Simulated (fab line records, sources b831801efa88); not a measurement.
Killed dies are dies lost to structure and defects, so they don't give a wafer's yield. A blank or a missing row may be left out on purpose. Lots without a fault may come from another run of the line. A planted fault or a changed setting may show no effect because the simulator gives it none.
One fault seen from 2 desks | flow sky130 | each desk has only its own numbers; what lay behind them comes last

THE TOOL OWNER'S DESK: implanter-01
The tool's own readings at SKY_RES_XHIGH_IMPLANT_07: means of the sampled wafers that have a number, for each lot that ran on this tool. A lot is out of limits, marked OUT, if its mean lies more than 4 standard deviations from the usual mean; the brackets give that distance.
Columns: A = beam_energy_keV at SKY_RES_XHIGH_IMPLANT_07, usual 20.000; B = beam_on_s at SKY_RES_XHIGH_IMPLANT_07, usual 38.5 s; C = dose_ions_cm2 at SKY_RES_XHIGH_IMPLANT_07, usual 3.601e+14; D = faraday_current_uA at SKY_RES_XHIGH_IMPLANT_07, usual 528
lot  | first seen here | A      | B             | C                           | D
L324 | day 27 01:12    | 20.002 | 37.2          | 3.598e+14                   | 546
L334 | day 30 14:32    | 20.001 | 9.9 (-14) OUT | 7.603e+13 (-99 or more) OUT | 428
L336 | day 31 00:21    | 19.996 | 9.9 (-14) OUT | 7.533e+13 (-99 or more) OUT | 428
L347 | day 34 05:39    | 20.002 | 36.7          | 3.602e+14                   | 553
This desk's finding: out of limits on L334, L336; first on L334, day 30 14:32 (beam_on_s at SKY_RES_XHIGH_IMPLANT_07). In limits: L324, L347.

THE METROLOGY DESK
What the gauges read, lot by lot, whatever tool the lot ran on: means of the sampled wafers that have a number. A lot is out of limits, marked OUT, if its mean lies more than 4 standard deviations from the usual mean; the brackets give that distance.
Columns: A = LDD_HVN_OVL at SKY_LDD_HVN_OVL_MEAS_07, usual 1.5 nm; B = LDD_HVN_TW at SKY_LDD_HVN_TW_MEAS_10, usual 1437; C = RES_XHIGH_TW at SKY_RES_XHIGH_TW_MEAS_09, usual 1637; D = RES_XHIGH_RS at SKY_SD_N_RS_MEAS_18, usual 333.3 ohm/sq; E = LI_CONTACT_OVL at SKY_LI_CONTACT_OVL_MEAS_13, usual -4 nm
lot  | first seen here | A    | B    | C             | D                        | E
L324 | day 20 13:27    | 0.6  | 1444 | 1656          | 333.8                    | -1
L326 | day 21 14:04    | -0.6 | 1418 | 1638          | 334.5                    | -3
L327 | day 21 23:24    | 3.0  | 1447 | 1637          | 331.9                    | -16
L330 | day 22 12:28    | 2.9  | 1422 | 1657          | 334.8                    | -10
L334 | day 24 10:52    | 1.8  | 1458 | 998 (-46) OUT | 1170.1 (+99 or more) OUT | -5
L336 | day 24 21:04    | 2.2  | 1421 | 992 (-46) OUT | 1175.2 (+99 or more) OUT | -5
L338 | day 25 18:10    | 1.2  | 1445 | 1653          | 333.9                    | -3
L341 | day 26 17:28    | 0.4  | 1424 | 1650          | 332.9                    | -3
L343 | day 27 07:01    | 2.1  | 1439 | 1664          | 334.2                    | -1
L346 | day 28 03:49    | 2.6  | 1427 | 1642          | 332.0                    | 2
L347 | day 28 10:18    | 2.6  | 1432 | 1624          | 334.1                    | -1
This desk's finding: out of limits on L334, L336; first on L334, day 30 14:46 (RES_XHIGH_TW at SKY_RES_XHIGH_TW_MEAS_09). In limits: L324, L326, L327, L330, L338, L341, L343, L346, L347.

PUT TOGETHER
The tool owner's desk could have raised an alarm at day 30 14:32, on L334, L336.
The metrology desk could have raised an alarm at day 30 14:46, on L334, L336.
Of the lots named, all ran SKY_RES_XHIGH_IMPLANT_07 on implanter-01.

WHAT THE SIMULATOR HAD PUT IN
Process parameter drift: implanter-01, from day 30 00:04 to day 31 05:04, at SKY_RES_XHIGH_IMPLANT_07. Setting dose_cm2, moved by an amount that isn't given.
Lots struck among those shown: L334, L336.
Hours from the fault's start to each desk's first reading out of limits: the tool owner's desk, 14; the metrology desk, 15.
